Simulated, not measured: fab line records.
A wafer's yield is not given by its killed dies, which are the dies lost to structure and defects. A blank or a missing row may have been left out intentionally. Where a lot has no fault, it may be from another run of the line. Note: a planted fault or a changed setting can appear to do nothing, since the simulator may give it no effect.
Matching of chambers ; flow gf180mcu ; GF_V2_CMP_26 on cmp-02 has 4 sister chambers
The step polishes, stops on SiO2, t overpolish 15 s, target thk 0 nm. 8 wafers are shown with their chamber, then 8 later ones without.

WAFERS PAIRED WITH THEIR CHAMBERS
wafer;chamber;motorCurrentA (A);timeToEndpointS (s)
L651.4;2;11.8;82
L652.1;3;11.7;80
L652.3;2;11.6;82
L652.5;0;11.0;78
L653.3;1;10.3;85
L653.4;0;11.3;82
L653.5;1;9.7;85
L655.2;3;11.4;81

WAFERS WHOSE CHAMBER IS MISSING
wafer;motorCurrentA (A);timeToEndpointS (s)
L655.4;11.0;83
L655.6;10.8;81
L656.1;10.5;85
L656.2;12.2;84
L656.3;11.8;82
L658.2;10.6;84
L658.3;11.5;85
L658.4;11.2;83

WHICH CHAMBER EACH WENT THROUGH
wafer;from the rows above;in truth
L655.4;can't be placed: 0 or 3 or 2 or 1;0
L655.6;can't be placed: 0 or 3 or 2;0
L656.1;1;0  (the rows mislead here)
L656.2;can't be placed: 2 or 3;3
L656.3;can't be placed: 2 or 3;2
L658.2;can't be placed: 1 or 0 or 3 or 2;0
L658.3;can't be placed: 2 or 3 or 0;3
L658.4;can't be placed: 2 or 0 or 3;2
0 of 8 placed correctly. Cannot be placed on the basis of these rows: 7; the candidates contain the true chamber in 7. Number placed wrongly: 1.
How it was worked out, from the rows above alone: a wafer's distance from a chamber is the root of the sum, over the readings, of the square of ((its reading less the chamber's mean) divided by the reading's scatter). If the next closest chamber is less than 2 further off than the closest, the wafer can't be placed; otherwise it belongs to the closest. Each chamber's mean is taken over the wafers shown for it. The scatter is the square root of a quotient: the sum, over the shown wafers, of each reading's squared deviation from its chamber's mean, divided by wafers minus chambers.
